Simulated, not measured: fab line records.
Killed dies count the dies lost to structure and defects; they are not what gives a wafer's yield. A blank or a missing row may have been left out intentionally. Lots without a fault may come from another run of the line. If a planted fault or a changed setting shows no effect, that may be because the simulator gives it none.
Split-lot experiment    flow sfqLine    route with 325 steps; 5 lots, 27 wafers read

ABOUT THE SPLIT
At SFQ_TRILAYER_INCOMING_OXIDATION_002 (target thk 500 nm, ox time 4939 s), the setting oxTimeS was moved away from the recipe's 4939 s on 18 of the 27 wafers read, by -52.6% to +23.9%. All remaining wafers had this setting at the recipe value.

Reading taken at the split's own step.

THE READING
SiO2_of_TRILAYER_INCOMING_OXIDATION_002.thkNm (the simulator's own value, which no gauge read), in nm, at SFQ_TRILAYER_INCOMING_OXIDATION_002 (target thk 500 nm, ox time 4939 s). The file does not state a usual value for it. Here, 9 wafers ran the recipe; their average is 487.5 nm with a standard deviation of 7.9 nm.

wafer   tool, chamber at the split  oxTimeS as run, s  against the recipe  SiO2_of_TRILAYER_INCOMING_OXIDATION_002.thkNm, nm  against lot-mates on the recipe
L074.1  -, -                        3953               -20.0%              414.1                                              no lot-mate on the recipe
L074.2  -, -                        3953               -20.0%              416.7                                              no lot-mate on the recipe
L074.3  -, -                        3953               -20.0%              417.4                                              no lot-mate on the recipe
L074.4  -, -                        3953               -20.0%              413.7                                              no lot-mate on the recipe
L074.5  -, -                        3953               -20.0%              418.3                                              no lot-mate on the recipe
L074.6  -, -                        3953               -20.0%              420                                                no lot-mate on the recipe
L076.1  -, -                        4939               recipe              479.7                                              -
L076.2  -, -                        4939               recipe              491.5                                              -
L076.3  -, -                        4939               recipe              474.8                                              -
L076.4  -, -                        4939               recipe              482                                                -
L076.5  -, -                        4939               recipe              485.3                                              -
L076.6  -, -                        4939               recipe              484.5                                              -
L079.1  -, -                        6117               +23.9%              578.8                                              no lot-mate on the recipe
L079.2  -, -                        6117               +23.9%              572.2                                              no lot-mate on the recipe
L079.3  -, -                        6117               +23.9%              578.5                                              no lot-mate on the recipe
L079.4  -, -                        6117               +23.9%              573.6                                              no lot-mate on the recipe
L079.5  -, -                        6117               +23.9%              570.3                                              no lot-mate on the recipe
L079.6  -, -                        6117               +23.9%              580                                                no lot-mate on the recipe
L080.1  -, -                        2342               -52.6%              306.7                                              no lot-mate on the recipe
L080.2  -, -                        2342               -52.6%              320.3                                              no lot-mate on the recipe
L080.3  -, -                        2342               -52.6%              312.3                                              no lot-mate on the recipe
L080.4  -, -                        2342               -52.6%              311.8                                              no lot-mate on the recipe
L080.5  -, -                        2342               -52.6%              309.7                                              no lot-mate on the recipe
L080.6  -, -                        2342               -52.6%              312.5                                              no lot-mate on the recipe
L084.1  furnace-02, 0               4939               recipe              494.5                                              -
L084.4  furnace-02, 0               4939               recipe              500.9                                              -
L084.5  furnace-02, 0               4939               recipe              494.6                                              -

FIT RESULTS
A straight line over all 27 wafers: SiO2_of_TRILAYER_INCOMING_OXIDATION_002.thkNm changes by +3.44 nm for each +1% of oxTimeS; r = +1.00; the points scatter about the line by 6.6 nm.
Too few moved wafers with a lot-mate on the recipe to fit a line net of each lot's own level.

THE FILE'S OWN FIT
SiO2_of_TRILAYER_INCOMING_OXIDATION_002.thkNm changes by +3.44 nm for each +1% of oxTimeS, r = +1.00.
